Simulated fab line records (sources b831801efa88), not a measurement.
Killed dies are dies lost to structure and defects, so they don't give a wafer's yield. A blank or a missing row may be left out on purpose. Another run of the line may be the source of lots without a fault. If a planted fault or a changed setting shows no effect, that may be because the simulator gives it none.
One fault through the eyes of 2 desks	flow sky130	only its own numbers are on each desk; what lay behind them is given at the end

== FOR THE TOOL OWNER'S DESK: rie diel-04 ==
The tool's own readings at SKY_VIA2_ETCH_14 (etches BARC in N2/H2, stops on SiO2, time 45.9 s, target depth 60 nm): means of the sampled wafers that have a number, for each lot that ran on this tool. A lot is out of limits, marked OUT, if its mean lies more than 4 standard deviations from the usual mean; the brackets give that distance.
Columns: A = drypump motor current A at SKY_VIA2_ETCH_14, usual 5.8 A; B = h2 flow sccm at SKY_VIA2_ETCH_14, usual 199.9 sccm; C = oes product au at SKY_VIA2_ETCH_14, usual 0.855 a.u.; D = rf fwd power W at SKY_VIA2_ETCH_14, usual 494.5 W; E = throttle valve pct at SKY_VIA2_ETCH_14, usual 13.225 %
lot	first seen here	A	B	C	D	E
L230	day 36 07:43	5.9	199.9	0.856	495.6	13.232
L231	day 36 12:28	5.7	199.5	0.854	496.0	13.218
L232	day 36 21:04	5.7	200.2	0.850	493.4	13.226
L234	day 37 15:53	5.9	200.0	0.853	497.0	13.228
L236	day 38 18:49	6.2	199.7	0.853	496.3	13.217
L246	day 41 09:34	5.9	199.7	0.856	520.7 (+11) OUT	13.222
Finding of this desk: L246 out of limits; the first was L246 at day 41 09:34, on rf fwd power W at SKY_VIA2_ETCH_14. L230, L231, L232, L234, L236 stayed within limits.

== THE METROLOGY DESK ==
Means of the sampled wafers that have a number, per lot and without regard to the tool the lot ran on: this is what the gauges read. A lot is out of limits, marked OUT, if its mean lies more than 4 standard deviations from the usual mean; the brackets give that distance.
Columns: A = VIA2_HDPCVD_THK at SKY_VIA2_THK_MEAS_01, usual 1189 nm; B = VIA2_W_THK at SKY_VIA2_THK_MEAS_23, usual 427 nm
lot	first seen here	A	B
L230	day 35 05:07	1181	429
L231	day 35 10:19	1164	417
L232	day 35 17:50	1216	437
L234	day 36 12:20	1181	438
L236	day 37 16:26	1168	428
L246	day 40 08:43	1195	423
L247	day 40 12:11	1203	424
L249	day 41 07:20	1187	430
L251	day 42 00:41	1184	431
L253	day 42 15:39	1201	424
L252	day 42 16:35	1195	430
Result from this desk: across the 11 lots, nothing is out of limits.

== BROUGHT TOGETHER ==
The tool owner's desk had the chance to raise an alarm at day 41 09:34 on L246.
Nothing out of limits was seen by the metrology desk.
The metrology desk holds a record of L246, inside its limits.
The lots listed all ran SKY_VIA2_ETCH_14 on rie diel-04.

== WHAT THE SIMULATOR HAD INSERTED ==
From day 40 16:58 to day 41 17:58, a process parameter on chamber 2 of rie diel-04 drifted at SKY_VIA2_ETCH_14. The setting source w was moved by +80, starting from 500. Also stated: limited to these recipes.
Shown lots that were struck: L246.
Delay in hours, fault start to first out-of-limits reading, by desk: the tool owner's desk at 17.
